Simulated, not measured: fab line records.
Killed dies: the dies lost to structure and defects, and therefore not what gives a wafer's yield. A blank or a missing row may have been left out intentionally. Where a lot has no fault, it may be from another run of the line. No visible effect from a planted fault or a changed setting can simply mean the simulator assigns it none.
Chamber matching / flow sky130 / 3 sister chambers for SKY_CAPM_CVD_00 on pecvd-04
The step deposits SiO2, target thk 15.5 nm. 6 wafers are shown with their chamber, then 9 later ones without.

WAFERS WITH THEIR CHAMBER
wafer=L078.5; chamber=2; heaterPowerW (W)=813
wafer=L085.5; chamber=2; heaterPowerW (W)=829
wafer=L087.5; chamber=0; heaterPowerW (W)=821
wafer=L088.3; chamber=1; heaterPowerW (W)=672
wafer=L088.5; chamber=1; heaterPowerW (W)=685
wafer=L088.6; chamber=0; heaterPowerW (W)=737

WAFERS WHOSE CHAMBER IS MISSING
wafer=L092.1; heaterPowerW (W)=819
wafer=L092.2; heaterPowerW (W)=604
wafer=L092.3; heaterPowerW (W)=802
wafer=L092.4; heaterPowerW (W)=612
wafer=L092.5; heaterPowerW (W)=800
wafer=L092.6; heaterPowerW (W)=618
wafer=L093.2; heaterPowerW (W)=663
wafer=L093.3; heaterPowerW (W)=713
wafer=L093.5; heaterPowerW (W)=672

WHICH CHAMBER EACH ONE RAN IN
wafer=L092.1; from the rows above=can't be placed: 2 or 0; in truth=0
wafer=L092.2; from the rows above=1; in truth=1
wafer=L092.3; from the rows above=can't be placed: 2 or 0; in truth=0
wafer=L092.4; from the rows above=1; in truth=1
wafer=L092.5; from the rows above=can't be placed: 0 or 2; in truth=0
wafer=L092.6; from the rows above=1; in truth=1
wafer=L093.2; from the rows above=1; in truth=1
wafer=L093.3; from the rows above=can't be placed: 1 or 0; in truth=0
wafer=L093.5; from the rows above=1; in truth=1
Correct placement for 5 of the 9. Cannot be placed on the basis of these rows: 4; the candidates contain the true chamber in 4. Wrongly placed: 0.
How it was worked out, from the rows above alone: a wafer's distance from a chamber is the root of the sum, over the readings, of the square of ((its reading less the chamber's mean) divided by the reading's scatter). If the next closest chamber is less than 2 further off than the closest, the wafer can't be placed; otherwise it belongs to the closest. For every chamber, the mean is computed from those of its wafers that are shown. The scatter: take each reading less its chamber's mean, square it, sum over the shown wafers, divide by the number of wafers less the number of chambers, and take the root.
